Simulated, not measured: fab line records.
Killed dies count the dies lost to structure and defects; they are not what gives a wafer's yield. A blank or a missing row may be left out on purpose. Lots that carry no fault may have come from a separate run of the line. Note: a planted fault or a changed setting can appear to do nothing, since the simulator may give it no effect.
fab line records -- flow sky130 -- part 2 of 2: steps 24 to 32 of 32
record: lots: 5, wafers: 15, last_day: 49
route steps=708 shown VIA3@585 METAL4@598 CAP2M@603
lots that met no fault: from a run of the same line without faults
start_h: hours from the record's opening day to when the first of the lot's shown wafers began -- wait_h: hours elapsed since this lot's preceding step -- " repeats the value in the row above -- L1.1+2: several wafers, shown together as one row -- - no value, or no start was given -- * or withheld: withheld -- < > ~ a bound
route shown NAME@n: NAME is a module with steps in the file, n the number in the route of the first one -- usual: mean/standard deviation of fault-free wafers -- same: alike in all rows -- chamber/n: place in a boat -- sites: readings site by site -- _std_site: how widely they spread, as a standard deviation -- _edge_site: outer sites' mean less inner sites' -- radius_mm: how far each site lies from the wafer's centre -- mask NAME#n: copy n -- behind: tool/chamber where the wafer was last shaped -- hold: what put the lot on hold/how long, in hours/how the hold closed -- device: names the non-switching transistor (n, p or np) -- end of line: at the end of the route, the tests of the same wafers -- a step given without rows: its recipe and nothing more -- killed: dies lost to structure and defects at the first sort, not the wafer's yield -- map: per-die view of a wafer (x killed, . not killed, _ where there is no die)
set.NAME: the setting the step ran with; set.NAME@STEP: the setting that earlier step ran with -- model.NAME: the simulator's own value behind a step, which no gauge read
lots seen at some steps along the route; tables by step, rows by wafer
services: the hour from which a tool's chamber was out of use, counted from the record's first day as start_h (under 0 if before that day), plus the number of hours and why
== steps ==
step: SKY_CAP2M_DEHYDRATE_05
recipe: temp_c: 200, time_s: 60
usual: exhaust_pa: 45.1/0.89
lot.wafer,tool,chamber,start_h,wait_h,exhaust_pa
L074.1,litho_track-04,0,936.59,12.3,45.7
L074.2,litho_track-04,0,936.59,12.3,45.3
L074.5,litho_track-04,0,936.59,12.3,46.1
L080.1,litho_track-01,0,983.60,12.0,44.9
L080.4,litho_track-01,0,983.60,12.0,45.8
L080.6,litho_track-01,0,983.60,12.0,45.7
L085.2,litho_track-02,0,1017.45,10.7,44.9
L085.3,litho_track-02,0,1017.45,10.7,44.4
L085.4,litho_track-02,0,1017.45,10.7,44.4
L087.1,litho_track-02,0,1030.43,11.1,46.2
L087.4,litho_track-02,0,1030.43,11.1,45.0
L087.5,litho_track-02,0,1030.43,11.1,45.4
L093.3,litho_track-04,0,1073.44,9.7,44.2
L093.4,litho_track-04,0,1073.44,9.7,44.2
L093.5,litho_track-04,0,1073.44,9.7,44.6
step: SKY_CAP2M_HMDS_06
recipe: prime_time_s: 60, prime_temp_c: 120
usual: exhaust_pa: 44.7/0.84
lot.wafer,tool,chamber,start_h,wait_h,exhaust_pa
L074.1,litho_track-04,0,936.74,0.1,44.5
L074.2,litho_track-04,0,936.74,0.1,45.4
L074.5,litho_track-04,0,936.74,0.1,44.3
L080.1,litho_track-01,0,983.75,0.1,44.2
L080.4,litho_track-01,0,983.75,0.1,44.1
L080.6,litho_track-01,0,983.75,0.1,44.3
L085.2,litho_track-02,0,1017.60,0.1,44.9
L085.3,litho_track-02,0,1017.60,0.1,44.3
L085.4,litho_track-02,0,1017.60,0.1,46.1
L087.1,litho_track-02,0,1030.58,0.1,45.0
L087.4,litho_track-02,0,1030.58,0.1,45.4
L087.5,litho_track-02,0,1030.58,0.1,45.4
L093.3,litho_track-04,0,1073.59,0.1,44.7
L093.4,litho_track-04,0,1073.59,0.1,45.5
L093.5,litho_track-04,0,1073.59,0.1,44.4
step: SKY_CAP2M_COAT_07
recipe: resist: NOVOLAK, spin_rpm: 3000, resist_thk_nm: 1140
usual: exhaust_pa: 45.4/0.98, spin_speed_rpm: 3000.5/2
lot.wafer,tool,chamber,start_h,wait_h,exhaust_pa,spin_speed_rpm
L074.1,litho_track-04,0,936.89,0.1,44.7,2999.9
L074.2,litho_track-04,0,936.89,0.1,46.5,2998.8
L074.5,litho_track-04,0,936.89,0.1,44.9,3001.9
L080.1,litho_track-01,0,983.90,0.1,45.6,2998.9
L080.4,litho_track-01,0,983.90,0.1,44.9,2998.5
L080.6,litho_track-01,0,983.90,0.1,46.1,2998.5
L085.2,litho_track-02,0,1017.75,0.1,45.5,3000.5
L085.3,litho_track-02,0,1017.75,0.1,46.3,2998.3
L085.4,litho_track-02,0,1017.75,0.1,45.6,3001.8
L087.1,litho_track-02,0,1030.73,0.1,44.0,3000.0
L087.4,litho_track-02,0,1030.73,0.1,45.3,3000.2
L087.5,litho_track-02,0,1030.73,0.1,45.0,2998.7
L093.3,litho_track-04,0,1073.74,0.1,46.5,3002.2
L093.4,litho_track-04,0,1073.74,0.1,46.4,3000.0
L093.5,litho_track-04,0,1073.74,0.1,47.3,2999.9
step: SKY_CAP2M_SOFTBAKE_08
recipe: temp_c: 90, time_s: 60, resist: NOVOLAK
usual: exhaust_pa: 44.8/1
lot.wafer,tool,chamber,start_h,wait_h,exhaust_pa
L074.1,litho_track-04,0,937.04,0.1,44.6
L074.2,litho_track-04,0,937.04,0.1,44.6
L074.5,litho_track-04,0,937.04,0.1,45.0
L080.1,litho_track-01,0,984.05,0.1,44.0
L080.4,litho_track-01,0,984.05,0.1,45.5
L080.6,litho_track-01,0,984.05,0.1,44.0
L085.2,litho_track-02,0,1017.90,0.1,45.3
L085.3,litho_track-02,0,1017.90,0.1,46.6
L085.4,litho_track-02,0,1017.90,0.1,46.5
L087.1,litho_track-02,0,1030.88,0.1,44.1
L087.4,litho_track-02,0,1030.88,0.1,44.9
L087.5,litho_track-02,0,1030.88,0.1,43.3
L093.3,litho_track-04,0,1073.89,0.1,44.8
L093.4,litho_track-04,0,1073.89,0.1,46.4
L093.5,litho_track-04,0,1073.89,0.1,46.0
step: SKY_CAP2M_EXPOSE_09
recipe: mask_id: CAP2M, na: 0.6, source_shape: conventional, sigma_outer: 0.6, polarization: unpolarized, target_cd_nm: 1000, dose_mj: 159
lot.wafer,tool,chamber,start_h,wait_h,mask
L074.1+2+5,iline_stepper-02,0,-,-,CAP2M#0
L080.1+4+6,iline_stepper-02,0,-,-,CAP2M#0
L085.2+3+4,iline_stepper-02,0,-,-,CAP2M#0
L087.1+4+5,iline_stepper-01,0,-,-,CAP2M#0
L093.3+4+5,iline_stepper-01,0,-,-,CAP2M#0
step: SKY_CAP2M_PEB_10
recipe: temp_c: withheld, time_s: *, resist: NOVOLAK
usual: exhaust_pa: 45.1/0.87
lot.wafer,tool,chamber,start_h,wait_h,exhaust_pa
L074.1,litho_track-01,0,-,-,45.5
L074.2,litho_track-01,0,-,-,46.0
L074.5,litho_track-01,0,-,-,44.7
L080.1,litho_track-01,0,-,-,44.6
L080.4,litho_track-01,0,-,-,46.2
L080.6,litho_track-01,0,-,-,45.6
L085.2,litho_track-02,0,-,-,44.2
L085.3,litho_track-02,0,-,-,44.5
L085.4,litho_track-02,0,-,-,45.8
L087.1,litho_track-02,0,-,-,45.9
L087.4,litho_track-02,0,-,-,44.5
L087.5,litho_track-02,0,-,-,45.4
L093.3,litho_track-04,0,-,-,44.1
L093.4,litho_track-04,0,-,-,43.8
L093.5,litho_track-04,0,-,-,45.4
step: SKY_CAP2M_DEVELOP_11
recipe: resist: NOVOLAK, developer: TMAH, develop_time_s: 60, dev_temp_c: 23
usual: exhaust_pa: 44.9/0.92
lot.wafer,tool,chamber,start_h,wait_h,exhaust_pa
L074.1,litho_track-01,0,948.60,0.1,45.0
L074.2,litho_track-01,0,948.60,0.1,45.5
L074.5,litho_track-01,0,948.60,0.1,46.7
L080.1,litho_track-01,0,995.15,0.1,44.2
L080.4,litho_track-01,0,995.15,0.1,45.7
L080.6,litho_track-01,0,995.15,0.1,45.2
L085.2,litho_track-02,0,1029.70,0.1,45.6
L085.3,litho_track-02,0,1029.70,0.1,45.6
L085.4,litho_track-02,0,1029.70,0.1,45.2
L087.1,litho_track-02,0,1041.78,0.1,45.0
L087.4,litho_track-02,0,1041.78,0.1,43.7
L087.5,litho_track-02,0,1041.78,0.1,45.3
L093.3,litho_track-04,0,1084.29,0.1,43.0
L093.4,litho_track-04,0,1084.29,0.1,43.4
L093.5,litho_track-04,0,1084.29,0.1,42.6
step: SKY_CAP2M_OVL_MEAS_12
usual: CAP2M_OVL: -0.3/1.4
lot.wafer,tool,chamber,start_h,wait_h,CAP2M_OVL[nm]
L074.1,overlay-02,-,948.75,0.1,-0.4
L074.2,overlay-02,-,948.75,0.1,-0.3
L074.5,overlay-02,-,948.75,0.1,-0.7
L080.1,overlay-02,-,995.30,0.1,0.0
L080.4,overlay-02,-,995.30,0.1,-2.0
L080.6,overlay-02,-,995.30,0.1,-0.9
L085.2,overlay-01,-,1029.84,0.1,0.4
L085.3,overlay-01,-,1029.84,0.1,-1.4
L085.4,overlay-01,-,1029.84,0.1,0.6
L087.1,overlay-01,-,1041.93,0.1,1.8
L087.4,overlay-01,-,1041.93,0.1,1.8
L087.5,overlay-01,-,1041.93,0.1,2.6
L093.3,overlay-01,-,1084.40,0.1,-1.5
L093.4,overlay-01,-,1084.40,0.1,-0.5
L093.5,overlay-01,-,1084.40,0.1,1.0
step: SKY_CAP2M_METAL_ETCH_13
recipe: target_depth_nm: 220, stop_on: SiO2, chemistry: Cl2/BCl3, target: TiN, pressure_mtorr: 10, icp_w: 900, bias_w: 48.5, Cl2_flow_sccm: 60, bcl3_flow_sccm: 30, time_s: 62.9
usual: bias_w: 48.51/0.15, drypump_motor_current_A: 5.7/0.6, mfc_cl2_sccm: 60.02/0.16, oes_product_au: 0.938/0.0081, throttle_valve_pct: 21.904/0.01
lot.wafer,tool,chamber,start_h,wait_h,bias_w,drypump_motor_current_A,mfc_cl2_sccm,oes_product_au,rf_hours_counter_h,throttle_valve_pct
L074.1,rie_metal-02,0,948.78,0.0,48.52,5.6,59.89,0.946,10,21.891
L074.2,rie_metal-02,1,948.78,0.0,48.98,6.2,59.94,0.939,9,21.905
L074.5,rie_metal-02,1,948.78,0.0,48.65,6.1,59.88,0.943,-,21.909
L080.1,rie_metal-02,1,995.33,0.0,48.49,6.1,59.82,0.948,11,21.908
L080.4,rie_metal-02,0,995.33,0.0,48.39,5.5,60.02,0.952,-,21.905
L080.6,rie_metal-02,0,995.33,0.0,48.57,5.5,60.21,0.948,-,21.892
L085.2,rie_metal-03,0,1029.87,0.0,48.37,5.2,60.10,0.943,11,21.917
L085.3,rie_metal-03,1,1029.87,0.0,48.49,5.0,59.93,0.925,-,21.908
L085.4,rie_metal-03,0,1029.87,0.0,48.42,5.2,60.04,0.924,-,21.923
L087.1,rie_metal-01,0,1041.97,0.0,48.34,6.1,59.97,0.950,5,21.888
L087.4,rie_metal-01,1,1041.97,0.0,48.41,6.6,60.03,0.936,-,21.892
L087.5,rie_metal-01,0,1041.97,0.0,48.49,6.1,59.77,0.947,-,21.907
L093.3,rie_metal-03,1,1084.45,0.0,48.53,5.0,60.09,0.925,-,21.911
L093.4,rie_metal-03,0,1084.45,0.0,48.40,5.2,59.86,0.931,-,21.917
L093.5,rie_metal-03,1,1084.45,0.0,48.68,5.0,60.24,0.929,-,21.918
== services ==
tool,chamber,start_h,hours,kind
pvd_sputter-01,-,898.87,9.4,repair
pvd_sputter-03,-,900.35,0.5,repair
cvd_w-02,-,904.36,0.5,repair
cvd_w-02,-,913.19,1.1,repair
rie_diel-01,-,923.17,4.3,pm
pecvd-04,-,923.99,0.7,repair
plasma_asher-01,-,927.09,2.5,repair
pecvd-02,0,927.59,7.4,repair
iline_stepper-02,-,942.22,2.1,pm
iline_stepper-01,-,944.30,1.7,pm
pvd_sputter-04,-,1001.35,0.5,repair
pecvd-04,-,1023.57,1.4,repair
cmp-02,-,1023.99,4.0,repair
rie_diel-04,1,1024.29,9.4,repair
wet_bench-01,-,1029.82,3.0,repair
iline_stepper-02,-,1041.59,1.7,pm
pvd_sputter-03,-,1045.74,27.6,repair
pvd_sputter-01,-,1048.09,1.4,repair
pvd_sputter-03,-,1055.87,2.5,repair
wet_bench-01,-,1060.92,0.5,repair
pecvd-04,1,1068.75,11.9,repair
cmp-02,-,1072.67,3.4,repair
pvd_sputter-01,-,1075.11,7.2,repair
pvd_sputter-04,-,1084.03,1.7,repair
